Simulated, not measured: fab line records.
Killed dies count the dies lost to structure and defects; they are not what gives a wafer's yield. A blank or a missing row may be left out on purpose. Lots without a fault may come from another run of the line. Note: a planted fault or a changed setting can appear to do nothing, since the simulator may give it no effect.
Matching of chambers + flow sfq_line + SFQ_TRILAYER_I2_CMP_CMP_064 on cmp-02: 4 sister chambers
The step polishes SiO2. 8 wafers are shown with their chamber, then 7 later ones without.

EACH WAFER AND ITS CHAMBER
| wafer  | chamber | time_to_endpoint_s (s) | motor_current_A (A) |
|--------|---------|------------------------|---------------------|
| L368.5 | 3       | 219                    | 10.1                |
| L371.1 | 1       | 220                    | 10.2                |
| L371.2 | 3       | 217                    | 9.1                 |
| L377.2 | 2       | 220                    | 9.3                 |
| L377.3 | 1       | 207                    | 9.5                 |
| L377.4 | 0       | 229                    | 10.2                |
| L378.4 | 0       | 229                    | 10.6                |
| L378.1 | 2       | 215                    | 9.6                 |

WAFERS WITHOUT THEIR CHAMBER
| wafer  | time_to_endpoint_s (s) | motor_current_A (A) |
|--------|------------------------|---------------------|
| L378.6 | 219                    | 9.6                 |
| L381.1 | 201                    | 9.4                 |
| L381.5 | 210                    | 9.7                 |
| L381.6 | 211                    | 10.3                |
| L385.1 | 211                    | 9.7                 |
| L385.2 | 227                    | 9.9                 |
| L385.6 | 227                    | 10.3                |

WHICH CHAMBER EACH ONE RAN IN
| wafer  | from the rows above               | in truth |
|--------|-----------------------------------|----------|
| L378.6 | can't be placed: 3 or 2 or 1      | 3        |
| L381.1 | can't be placed: 1 or 2 or 3      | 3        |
| L381.5 | can't be placed: 1 or 2 or 3      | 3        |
| L381.6 | can't be placed: 1 or 3 or 2      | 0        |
| L385.1 | can't be placed: 1 or 2 or 3      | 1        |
| L385.2 | can't be placed: 0 or 3 or 2 or 1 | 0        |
| L385.6 | can't be placed: 0 or 3           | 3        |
Correct placement for 0 of the 7. These rows do not allow placing 7 (true chamber among the candidates in 6). Number placed wrongly: 0.
How it was worked out, from the rows above alone: a wafer's distance from a chamber is the root of the sum, over the readings, of the square of ((its reading less the chamber's mean) divided by the reading's scatter). If the next closest chamber is less than 2 further off than the closest, the wafer can't be placed; otherwise it belongs to the closest. Each chamber's mean is taken over the wafers shown for it. The scatter is the square root of a quotient: the sum, over the shown wafers, of each reading's squared deviation from its chamber's mean, divided by wafers minus chambers.
